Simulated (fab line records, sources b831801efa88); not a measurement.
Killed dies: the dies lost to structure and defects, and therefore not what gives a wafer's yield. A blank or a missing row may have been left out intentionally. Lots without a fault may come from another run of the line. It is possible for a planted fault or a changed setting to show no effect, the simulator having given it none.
Lot-split experiment / flow sky130 / 17 wafers read across 5 lots, on a route 708 steps long

== ON THE SPLIT ==
At SKY_METAL5_SOFTBAKE_10 (time 60 s), the setting temp-c was moved away from the recipe's 90 C on 8 of the 17 wafers read, by -3.2% to +3.5%. This setting was run at the recipe's value on the other wafers.

== FROM THE SPLIT TO THE READING: what the file shows between them, 2 steps ==
- SKY_METAL5_EXPOSE_11: exposes mask MM5, target cd 1600 nm
- SKY_METAL5_PEB_12

== THE READING ==
NOVOLAK_of_METAL5_COAT_09.thk-nm (the simulator's own value, which no gauge read), in nm, at SKY_METAL5_DEVELOP_13 (develop time 60 s). No usual value for it is given in the file. Across the 9 wafers here that went through the recipe, the average is 1798 nm and the standard deviation 5.7 nm.

wafer=L078.2; tool, chamber at the split=litho-track-03, 0; temp-c as run, C=90; against the recipe=recipe; NOVOLAK_of_METAL5_COAT_09.thk-nm, nm=1795; against lot-mates on the recipe=-
wafer=L078.4; tool, chamber at the split=litho-track-03, 0; temp-c as run, C=90; against the recipe=recipe; NOVOLAK_of_METAL5_COAT_09.thk-nm, nm=1794; against lot-mates on the recipe=-
wafer=L078.6; tool, chamber at the split=litho-track-03, 0; temp-c as run, C=90; against the recipe=recipe; NOVOLAK_of_METAL5_COAT_09.thk-nm, nm=1793; against lot-mates on the recipe=-
wafer=L079.1; tool, chamber at the split=litho-track-03, 0; temp-c as run, C=88.05; against the recipe=-2.2%; NOVOLAK_of_METAL5_COAT_09.thk-nm, nm=1810; against lot-mates on the recipe=+7
wafer=L079.5; tool, chamber at the split=litho-track-03, 0; temp-c as run, C=90; against the recipe=recipe; NOVOLAK_of_METAL5_COAT_09.thk-nm, nm=1803; against lot-mates on the recipe=-
wafer=L079.6; tool, chamber at the split=litho-track-03, 0; temp-c as run, C=88.05; against the recipe=-2.2%; NOVOLAK_of_METAL5_COAT_09.thk-nm, nm=1814; against lot-mates on the recipe=+11
wafer=L081.2; tool, chamber at the split=litho-track-04, 0; temp-c as run, C=90; against the recipe=recipe; NOVOLAK_of_METAL5_COAT_09.thk-nm, nm=1804; against lot-mates on the recipe=-
wafer=L081.3; tool, chamber at the split=litho-track-04, 0; temp-c as run, C=93.16; against the recipe=+3.5%; NOVOLAK_of_METAL5_COAT_09.thk-nm, nm=1784; against lot-mates on the recipe=-23
wafer=L081.6; tool, chamber at the split=litho-track-04, 0; temp-c as run, C=90; against the recipe=recipe; NOVOLAK_of_METAL5_COAT_09.thk-nm, nm=1810; against lot-mates on the recipe=-
wafer=L082.1; tool, chamber at the split=litho-track-01, 0; temp-c as run, C=87.12; against the recipe=-3.2%; NOVOLAK_of_METAL5_COAT_09.thk-nm, nm=1814; against lot-mates on the recipe=+18
wafer=L082.3; tool, chamber at the split=litho-track-01, 0; temp-c as run, C=90; against the recipe=recipe; NOVOLAK_of_METAL5_COAT_09.thk-nm, nm=1795; against lot-mates on the recipe=-
wafer=L082.4; tool, chamber at the split=litho-track-01, 0; temp-c as run, C=87.12; against the recipe=-3.2%; NOVOLAK_of_METAL5_COAT_09.thk-nm, nm=1813; against lot-mates on the recipe=+17
wafer=L082.5; tool, chamber at the split=litho-track-01, 0; temp-c as run, C=90; against the recipe=recipe; NOVOLAK_of_METAL5_COAT_09.thk-nm, nm=1797; against lot-mates on the recipe=-
wafer=L082.6; tool, chamber at the split=litho-track-01, 0; temp-c as run, C=87.12; against the recipe=-3.2%; NOVOLAK_of_METAL5_COAT_09.thk-nm, nm=1807; against lot-mates on the recipe=+11
wafer=L084.1; tool, chamber at the split=litho-track-01, 0; temp-c as run, C=90; against the recipe=recipe; NOVOLAK_of_METAL5_COAT_09.thk-nm, nm=1793; against lot-mates on the recipe=-
wafer=L084.2; tool, chamber at the split=litho-track-01, 0; temp-c as run, C=87.57; against the recipe=-2.7%; NOVOLAK_of_METAL5_COAT_09.thk-nm, nm=1810; against lot-mates on the recipe=+17
wafer=L084.3; tool, chamber at the split=litho-track-01, 0; temp-c as run, C=87.57; against the recipe=-2.7%; NOVOLAK_of_METAL5_COAT_09.thk-nm, nm=1807; against lot-mates on the recipe=+14

THE FIT
A straight line over all 17 wafers: NOVOLAK_of_METAL5_COAT_09.thk-nm changes by -4.26 nm for each +1% of temp-c; r = -0.85; the points scatter about the line by 5 nm.
The same after taking each lot's own level away (the mean of its wafers on the recipe; 17 wafers): -5.42 nm for each +1%; r = -0.97; scatter 2.5 nm.
On that fit, the largest move of temp-c shifts the reading by 19 nm.
Measured against the standard deviation above, the lots' own levels, which go from 1793.0 to 1807.0 nm, span 2.5 times it.
So the lot-to-lot level changes the slope: the two fits differ.
Check: for one of the wafers moved furthest among these (+3.5%), held out of the fit, the line's prediction against its lot-mates is -17.4 nm. It came out at -23 nm against them.

== ADDITIONAL SPLITS CARRIED BY THESE WAFERS ==
Before the reading, these wafers also passed through other splits. Each is held against what the fit with the lots' levels taken away leaves over:
other split on the same wafers=SKY_METAL4_METAL_ETCH_18 icp-w; wafers away from the commonest value=4; r with NOVOLAK_of_METAL5_COAT_09.thk-nm (lot level and that fit taken away)=-0.02
other split on the same wafers=SKY_VIA4_HDPCVD_00 sih4-flow-sccm; wafers away from the commonest value=5; r with NOVOLAK_of_METAL5_COAT_09.thk-nm (lot level and that fit taken away)=-0.17
other split on the same wafers=SKY_METAL5_SPUTTER_03 time-s; wafers away from the commonest value=0; r with NOVOLAK_of_METAL5_COAT_09.thk-nm (lot level and that fit taken away)=-

== FILE'S OWN FIT ==
NOVOLAK_of_METAL5_COAT_09.thk-nm changes by -5.29 nm for each +1% of temp-c, r = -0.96.
